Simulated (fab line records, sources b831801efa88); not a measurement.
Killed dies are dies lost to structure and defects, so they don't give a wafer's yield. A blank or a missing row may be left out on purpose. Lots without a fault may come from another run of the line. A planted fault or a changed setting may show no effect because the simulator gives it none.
fab line records | flow gf180mcu
record lots=24 wafers=72 last_day=34
route steps=602 shown MIM@511 M5@534 V5@545 TOP_METAL@582 PASSIVATION@589
lots that met no fault: from a run of the same line without faults
start_h: hours from the record's first day to the start of the lot's first wafer shown | wait_h: hours since the lot's step before | " the same as in the row above | L1.1+2: a row that stands for several wafers | - no value, or no start given | * or withheld: withheld | < > ~ a bound
route shown NAME@n: a module of which the file shows steps, and the number in the route of the first | usual: mean/standard deviation of fault-free wafers | same: alike in all rows | chamber/n: place in a boat | sites: the reading at each site | _std_site: their standard deviation | _edge_site: outer sites' mean less inner sites' | radius_mm: how far each site lies from the wafer's centre | mask NAME#n: copy n | behind: the tool/chamber that last shaped the wafer | hold: why the lot was held/for how many hours/how that ended | device: the transistor (n, p or np) that didn't switch | end of line: the same wafers' tests at the end of the route | a step without rows: its recipe alone | killed: dies lost to structure and defects at the first sort, not the wafer's yield | map: a wafer's dies, x killed, . not, _ none there
set.NAME: the setting as run; set.NAME@STEP: as run at that earlier step | model.NAME: the simulator's own value behind a step, which no gauge read
steps of the route over a sample of lots; a table a step, a row a wafer
services: from which hour (start_h, from the record's first day; less than 0 if before it) a tool's chamber was out of use, for how many hours, and why
## steps
# step GF_MIM_SPUTTER_08
# recipe material=AlCu target_thk_nm=200 power_w=10600 time_s=10.6 chamber_pressure_pa=0.4
# usual throttle_valve_pct=30.2/1.3
# columns lot.wafer tool chamber start_h wait_h throttle_valve_pct
L074.1 pvd_sputter-04 - 565.96 0.0 28.3
L074.2 " - " " 28.9
L074.3 " - " " 32.3
L075.1 pvd_sputter-04 - 574.77 0.0 32.0
L075.5 " - " " 28.2
L075.6 " - " " 29.0
L076.1 pvd_sputter-04 - 578.55 0.0 29.0
L076.3 " - " " 31.6
L076.6 " - " " 28.8
L077.2 pvd_sputter-03 - 593.14 0.0 30.5
L077.3 " - " " 33.2
L077.4 " - " " 30.4
L078.1 pvd_sputter-01 - 599.84 0.0 29.9
L078.4 " - " " 29.3
L078.5 " - " " 29.8
L079.2 pvd_sputter-04 - 609.27 0.0 29.1
L079.4 " - " " 31.6
L079.5 " - " " 31.6
L080.1 pvd_sputter-03 - 611.18 0.0 33.3
L080.5 " - " " 33.2
L080.6 " - " " 30.6
L081.2 pvd_sputter-01 - 622.57 0.0 29.8
L081.3 " - " " 29.8
L081.4 " - " " 29.4
L082.1 pvd_sputter-01 - 625.36 0.0 30.8
L082.3 " - " " 29.6
L082.6 " - " " 31.1
L083.2 pvd_sputter-01 - 632.23 0.0 30.9
L083.5 " - " " 29.4
L083.6 " - " " 30.0
L084.1 pvd_sputter-03 - 646.42 0.0 30.6
L084.4 " - " " 33.3
L084.6 " - " " 28.8
L085.1 pvd_sputter-04 - 658.77 0.0 28.3
L085.5 " - " " 31.7
L085.6 " - " " 29.0
L086.2 pvd_sputter-04 - 659.19 0.0 28.8
L086.4 " - " " 31.6
L086.5 " - " " 28.2
L087.2 pvd_sputter-01 - 665.84 0.0 29.5
L087.5 " - " " 29.9
L087.6 " - " " 29.8
L088.1 pvd_sputter-03 - 669.16 0.0 31.0
L088.3 " - " " 28.7
L088.5 " - " " 33.1
L089.1 pvd_sputter-03 - 674.96 0.0 30.9
L089.5 " - " " 33.0
L089.6 " - " " 30.8
L090.2 pvd_sputter-01 - 686.76 0.0 29.8
L090.4 " - " " 29.5
L090.6 " - " " 29.9
L091.1 pvd_sputter-03 - 691.26 0.0 28.7
L091.2 " - " " 30.7
L091.3 " - " " 30.9
L092.2 pvd_sputter-04 - 696.20 0.0 32.2
L092.4 " - " " 29.0
L092.6 " - " " 32.0
L093.2 pvd_sputter-01 - 704.33 0.0 30.0
L093.3 " - " " 30.9
L093.6 " - " " 29.8
L094.2 pvd_sputter-01 - 711.89 0.0 30.8
L094.4 " - " " 29.9
L094.5 " - " " 29.5
L095.1 pvd_sputter-01 - 723.56 0.0 29.4
L095.3 " - " " 29.8
L095.6 " - " " 29.6
L096.1 pvd_sputter-01 - 724.78 0.0 29.8
L096.2 " - " " 29.8
L096.4 " - " " 30.8
L097.1 pvd_sputter-03 - 730.06 0.0 28.5
L097.2 " - " " 30.6
L097.6 " - " " 33.3
# step GF_M5_OVL_MEAS_08
# usual M5_OVL=1/7.8
# columns lot.wafer tool chamber start_h wait_h M5_OVL[nm]
L074.1 overlay-01 - 608.46 0.1 -11
L074.2 " - " " 4
L074.3 " - " " -3
L075.1 overlay-01 - 617.06 0.1 -3
L075.5 " - " " 5
L075.6 " - " " -2
L076.1 overlay-02 - 619.61 0.1 -5
L076.3 " - " " 2
L076.6 " - " " -10
L077.2 overlay-01 - 635.17 0.1 16
L077.3 " - " " 9
L077.4 " - " " 22
L078.1 overlay-01 - 641.09 0.1 -6
L078.4 " - " " 2
L078.5 " - " " -11
L079.2 overlay-02 - 650.27 0.1 -9
L079.4 " - " " -2
L079.5 " - " " 6
L080.1 overlay-01 - 651.76 0.1 -4
L080.5 " - " " -3
L080.6 " - " " 1
L081.2 overlay-02 - 662.97 0.1 6
L081.3 " - " " 8
L081.4 " - " " 4
L082.1 overlay-02 - 665.64 0.1 8
L082.3 " - " " 6
L082.6 " - " " 16
L083.2 overlay-02 - 669.82 0.1 8
L083.5 " - " " 1
L083.6 " - " " 6
L084.1 overlay-01 - 686.01 0.1 10
L084.4 " - " " 8
L084.6 " - " " 8
L085.1 overlay-01 - 697.36 0.1 8
L085.5 " - " " 14
L085.6 " - " " -12
L086.2 overlay-02 - 698.32 0.1 -3
L086.4 " - " " 0
L086.5 " - " " 8
L087.2 overlay-01 - 703.67 0.1 -8
L087.5 " - " " -9
L087.6 " - " " -11
L088.1 overlay-02 - 707.51 0.1 4
L088.3 " - " " -1
L088.5 " - " " 4
L089.1 overlay-02 - 713.16 0.1 -10
L089.5 " - " " -17
L089.6 " - " " 2
L090.2 overlay-01 - 723.82 0.1 -2
L090.4 " - " " 7
L090.6 " - " " 6
L091.1 overlay-02 - 728.02 0.1 7
L091.2 " - " " -3
L091.3 " - " " 10
L092.2 overlay-02 - 732.72 0.1 -10
L092.4 " - " " -16
L092.6 " - " " -17
L093.2 overlay-02 - 740.07 0.1 -2
L093.3 " - " " -9
L093.6 " - " " 8
L094.2 overlay-01 - 747.17 0.1 4
L094.4 " - " " 2
L094.5 " - " " -5
L095.1 overlay-02 - 758.31 0.1 -11
L095.3 " - " " -12
L095.6 " - " " 4
L096.1 overlay-02 - 759.26 0.1 -12
L096.2 " - " " -7
L096.4 " - " " -12
L097.1 overlay-02 - 763.16 0.1 15
L097.2 " - " " 4
L097.6 " - " " 12
# step GF_V5_BOW_MEAS_05
# recipe mode=bow
# usual V5_BOW=136/10
# columns lot.wafer tool chamber start_h wait_h V5_BOW[um]
L074.1 film_metro-03 - 609.80 0.1 132
L074.2 " - " " 128
L074.3 " - " " 136
L075.1 film_metro-04 - 618.48 0.2 129
L075.5 " - " " 139
L075.6 " - " " 139
L076.1 film_metro-04 - 621.06 0.2 127
L076.3 " - " " 135
L076.6 " - " " 126
L077.2 film_metro-04 - 636.48 0.2 143
L077.3 " - " " 150
L077.4 " - " " 140
L078.1 film_metro-01 - 642.38 0.2 152
L078.4 " - " " 147
L078.5 " - " " 151
L079.2 film_metro-04 - 651.76 0.2 132
L079.4 " - " " 134
L079.5 " - " " 129
L080.1 film_metro-03 - 653.05 0.1 127
L080.5 " - " " 124
L080.6 " - " " 134
L081.2 film_metro-03 - 664.32 0.3 120
L081.3 " - " " 117
L081.4 " - " " 119
L082.1 film_metro-01 - 667.14 0.2 136
L082.3 " - " " 126
L082.6 " - " " 122
L083.2 film_metro-03 - 671.13 0.2 137
L083.5 " - " " 157
L083.6 " - " " 139
L084.1 film_metro-03 - 687.43 0.2 151
L084.4 " - " " 141
L084.6 " - " " 139
L085.1 film_metro-03 - 698.66 0.2 147
L085.5 " - " " 141
L085.6 " - " " 146
L086.2 film_metro-03 - 699.62 0.1 132
L086.4 " - " " 129
L086.5 " - " " 137
L087.2 film_metro-03 - 704.99 0.2 129
L087.5 " - " " 137
L087.6 " - " " 131
L088.1 film_metro-01 - 708.86 0.2 148
L088.3 " - " " 143
L088.5 " - " " 144
L089.1 film_metro-03 - 714.48 0.1 138
L089.5 " - " " 134
L089.6 " - " " 134
L090.2 film_metro-04 - 725.35 0.3 131
L090.4 " - " " 142
L090.6 " - " " 125
L091.1 film_metro-04 - 729.42 0.1 123
L091.2 " - " " 137
L091.3 " - " " 117
L092.2 film_metro-01 - 734.06 0.2 128
L092.4 " - " " 132
L092.6 " - " " 132
L093.2 film_metro-03 - 741.53 0.2 152
L093.3 " - " " 156
L093.6 " - " " 150
L094.2 film_metro-01 - 748.62 0.2 123
L094.4 " - " " 130
L094.5 " - " " 125
L095.1 film_metro-04 - 759.68 0.2 137
L095.3 " - " " 141
L095.6 " - " " 149
L096.1 film_metro-03 - 760.70 0.2 141
L096.2 " - " " 129
L096.4 " - " " 128
L097.1 film_metro-03 - 764.51 0.1 125
L097.2 " - " " 138
L097.6 " - " " 131
# step GF_V5_OVL_MEAS_15
# usual V5_OVL=-1/5.8
# columns lot.wafer tool chamber start_h wait_h V5_OVL[nm]
L074.1 overlay-01 - 629.73 0.1 -6
L074.2 " - " " -7
L074.3 " - " " 1
L075.1 overlay-02 - 639.11 0.1 -3
L075.5 " - " " 3
L075.6 " - " " 2
L076.1 overlay-02 - 641.69 0.1 0
L076.3 " - " " -1
L076.6 " - " " -2
L077.2 overlay-02 - 656.87 0.1 -8
L077.3 " - " " 1
L077.4 " - " " -8
L078.1 overlay-01 - 661.33 0.1 -6
L078.4 " - " " -9
L078.5 " - " " -13
L079.2 overlay-01 - 670.27 0.1 12
L079.4 " - " " 14
L079.5 " - " " 18
L080.1 overlay-02 - 672.26 0.1 3
L080.5 " - " " 1
L080.6 " - " " -3
L081.2 overlay-01 - 683.77 0.1 -2
L081.3 " - " " -6
L081.4 " - " " -5
L082.1 overlay-01 - 686.36 0.1 -4
L082.3 " - " " -1
L082.6 " - " " -4
L083.2 overlay-01 - 690.42 0.1 -5
L083.5 " - " " 4
L083.6 " - " " 1
L084.1 overlay-02 - 705.81 0.1 -1
L084.4 " - " " -3
L084.6 " - " " -11
L085.1 overlay-01 - 717.08 0.1 1
L085.5 " - " " -6
L085.6 " - " " -1
L086.2 overlay-02 - 717.43 0.1 7
L086.4 " - " " 10
L086.5 " - " " 9
L087.2 overlay-02 - 723.17 0.1 -9
L087.5 " - " " -2
L087.6 " - " " -5
L088.1 overlay-02 - 726.86 0.1 -8
L088.3 " - " " -7
L088.5 " - " " 7
L089.1 overlay-01 - 732.11 0.1 8
L089.5 " - " " -1
L089.6 " - " " 5
L090.2 overlay-01 - 742.43 0.1 -1
L090.4 " - " " -1
L090.6 " - " " 2
L091.1 overlay-02 - 746.16 0.1 -6
L091.2 " - " " -1
L091.3 " - " " -8
L092.2 overlay-02 - 751.43 0.1 1
L092.4 " - " " 1
L092.6 " - " " 3
L093.2 overlay-02 - 758.97 0.1 1
L093.3 " - " " -3
L093.6 " - " " 2
L094.2 overlay-01 - 765.18 0.1 -1
L094.4 " - " " -4
L094.5 " - " " -2
L095.1 overlay-01 - 775.41 0.1 0
L095.3 " - " " -3
L095.6 " - " " 3
L096.1 overlay-02 - 776.36 0.1 1
L096.2 " - " " -6
L096.4 " - " " -8
L097.1 overlay-02 - 780.46 0.1 -6
L097.2 " - " " 3
L097.6 " - " " 0
# step GF_TOP_METAL_OVL_MEAS_15
# usual TOP_METAL_OVL=0.2/1.2
# columns lot.wafer tool chamber start_h wait_h TOP_METAL_OVL[nm]
L074.1 overlay-01 - 651.38 0.1 -1.0
L074.2 " - " " -2.4
L074.3 " - " " -1.5
L075.1 overlay-01 - 660.21 0.1 0.3
L075.5 " - " " 0.1
L075.6 " - " " 2.3
L076.1 overlay-01 - 662.93 0.1 -1.9
L076.3 " - " " -1.0
L076.6 " - " " -0.2
L077.2 overlay-02 - 677.68 0.1 -0.9
L077.3 " - " " -0.3
L077.4 " - " " -3.5
L078.1 overlay-02 - 682.61 0.1 0.0
L078.4 " - " " 0.2
L078.5 " - " " 0.0
L079.2 overlay-02 - 691.33 0.1 -0.8
L079.4 " - " " -0.6
L079.5 " - " " 0.0
L080.1 overlay-01 - 692.66 0.1 2.1
L080.5 " - " " 1.9
L080.6 " - " " 2.9
L081.2 overlay-01 - 704.13 0.1 0.3
L081.3 " - " " 1.7
L081.4 " - " " 2.2
L082.1 overlay-02 - 706.88 0.1 0.4
L082.3 " - " " 0.6
L082.6 " - " " 1.0
L083.2 overlay-02 - 710.32 0.1 -0.7
L083.5 " - " " 0.0
L083.6 " - " " -0.2
L084.1 overlay-01 - 725.77 0.1 1.5
L084.4 " - " " 1.3
L084.6 " - " " 0.5
L085.1 overlay-01 - 735.83 0.1 -0.2
L085.5 " - " " -1.1
L085.6 " - " " 0.0
L086.2 overlay-02 - 736.02 0.1 -0.2
L086.4 " - " " -0.2
L086.5 " - " " -0.5
L087.2 overlay-01 - 741.62 0.1 0.2
L087.5 " - " " 1.6
L087.6 " - " " 1.2
L088.1 overlay-01 - 745.51 0.1 -0.2
L088.3 " - " " 1.6
L088.5 " - " " -0.2
L089.1 overlay-02 - 750.48 0.1 0.0
L089.5 " - " " -0.1
L089.6 " - " " 1.1
L090.2 overlay-02 - 761.22 0.1 1.0
L090.4 " - " " 1.5
L090.6 " - " " 2.5
L091.1 overlay-02 - 764.56 0.1 -1.5
L091.2 " - " " -0.3
L091.3 " - " " 1.1
L092.2 overlay-01 - 769.67 0.1 0.0
L092.4 " - " " 1.3
L092.6 " - " " -1.1
L093.2 overlay-02 - 776.01 0.1 -1.0
L093.3 " - " " -0.6
L093.6 " - " " 0.7
L094.2 overlay-02 - 782.31 0.1 -1.7
L094.4 " - " " 0.9
L094.5 " - " " -1.0
L095.1 overlay-02 - 793.16 0.1 0.2
L095.3 " - " " -0.4
L095.6 " - " " -1.2
L096.1 overlay-01 - 794.08 0.1 1.9
L096.2 " - " " 0.0
L096.4 " - " " 0.4
L097.1 overlay-02 - 797.06 0.1 1.2
L097.2 " - " " -2.2
L097.6 " - " " 0.2
# step GF_PASSIVATION_CVD_02
# recipe material=Si3N4 target_thk_nm=700 time_s=486.18 temp_c=400 rf_w=450
# usual heater_power_outer_w=402/66 heater_power_w=688/97
# columns lot.wafer tool chamber start_h wait_h heater_power_outer_w heater_power_w since_wet_clean_h
L074.1 pecvd-03 0 652.37 0.1 575 931 686
L074.2 " 1 " " 401 677 686
L074.3 " 2 " " 376 698 686
L075.1 pecvd-02 1 661.12 0.1 404 688 56
L075.5 " 1 " " 316 533 -
L075.6 " 0 " " 383 684 -
L076.1 pecvd-03 2 664.17 0.1 345 651 698
L076.3 " 1 " " 454 745 698
L076.6 " 2 " " 362 684 -
L077.2 pecvd-01 1 678.58 0.0 410 721 504
L077.3 " 0 " " 432 693 504
L077.4 " 1 " " 444 768 -
L078.1 pecvd-01 0 683.70 0.1 380 627 509
L078.4 " 1 " " 464 770 -
L078.5 " 0 " " 411 680 -
L079.2 pecvd-01 1 692.24 0.0 458 779 518
L079.4 " 2 " " 365 630 -
L079.5 " 0 " " 363 618 -
L080.1 pecvd-01 1 693.78 0.1 446 760 519
L080.5 " 0 " " 395 658 -
L080.6 " 2 " " 335 601 -
L081.2 pecvd-03 2 705.03 0.0 319 602 739
L081.3 " 0 " " 501 817 739
L081.4 " 0 " " 534 852 -
L082.1 pecvd-01 1 707.80 0.1 469 790 533
L082.3 " 0 " " 390 664 533
L082.6 " 1 " " 370 638 -
L083.2 pecvd-01 1 711.22 0.0 476 797 537
L083.5 " 0 " " 404 682 -
L083.6 " 1 " " 365 651 -
L084.1 pecvd-03 0 726.67 0.1 515 838 760
L084.4 " 0 " " 552 880 -
L084.6 " 1 " " 421 697 -
L085.1 pecvd-02 2 736.73 0.1 352 569 132
L085.5 " 2 " " 371 602 -
L085.6 " 1 " " 379 643 -
L086.2 pecvd-03 1 736.91 0.0 369 641 771
L086.4 " 1 " " 412 687 -
L086.5 " 0 " " 584 920 -
L087.2 pecvd-02 0 742.58 0.0 446 798 138
L087.5 " 1 " " 398 654 -
L087.6 " 0 " " 463 810 -
L088.1 pecvd-02 0 746.44 0.1 416 765 141
L088.3 " 1 " " 338 590 141
L088.5 " 0 " " 458 788 -
L089.1 pecvd-02 1 751.41 0.1 394 652 146
L089.5 " 0 " " 491 836 -
L089.6 " 2 " " 304 508 -
L090.2 pecvd-01 2 762.11 0.0 356 640 588
L090.4 " 0 " " 329 582 -
L090.6 " 1 " " 465 779 -
L091.1 pecvd-01 1 765.52 0.1 419 708 591
L091.2 " 2 " " 275 514 591
L091.3 " 0 " " 413 673 591
L092.2 pecvd-01 0 770.57 0.0 353 605 596
L092.4 " 0 " " 380 655 -
L092.6 " 1 " " 370 646 -
L093.2 pecvd-03 0 776.99 0.0 453 785 811
L093.3 " 1 " " 363 606 811
L093.6 " 1 " " 397 667 -
L094.2 pecvd-02 1 783.21 0.0 340 593 178
L094.4 " 0 " " 395 694 -
L094.5 " 2 " " 392 656 -
L095.1 pecvd-02 0 794.10 0.1 459 812 189
L095.3 " 2 " " 376 614 189
L095.6 " 1 " " 317 556 -
L096.1 pecvd-01 0 795.02 0.1 384 652 620
L096.2 " 1 " " 475 764 620
L096.4 " 0 " " 414 672 -
L097.1 pecvd-03 2 797.96 0.1 373 688 832
L097.2 " 1 " " 433 690 832
L097.6 " 1 " " 449 719 -
## services
# columns tool chamber start_h hours kind
pvd_sputter-03 2 570.95 - consumable_replace:kit
pvd_sputter-03 2 570.95 18.0 scheduled_down
pvd_sputter-03 2 570.95 18.0 vent_cycle
pecvd-01 0 571.43 11.3 repair
pecvd-02 - 591.12 14.0 pm
pvd_sputter-03 - 597.82 0.7 repair
pecvd-01 - 605.42 0.8 repair
pecvd-02 - 610.84 0.3 repair
pecvd-02 2 629.01 12.8 repair
pvd_sputter-01 2 634.82 - consumable_replace:kit
pvd_sputter-01 2 634.82 18.0 scheduled_down
pvd_sputter-01 2 634.82 18.0 vent_cycle
pecvd-02 - 641.98 5.5 pm
pecvd-02 - 691.20 14.6 pm
pecvd-02 - 705.80 6.0 pm
pecvd-01 - 725.84 6.0 pm
pvd_sputter-01 - 727.12 3.4 repair
pvd_sputter-04 - 729.64 0.5 repair
pvd_sputter-03 - 734.65 2.4 repair
pecvd-03 - 754.58 1.3 repair
pecvd-03 1 758.60 5.5 repair
pecvd-03 - 764.37 1.3 repair
pecvd-03 0 790.79 6.5 repair
pvd_sputter-04 - 796.67 0.8 repair
## key
fault none
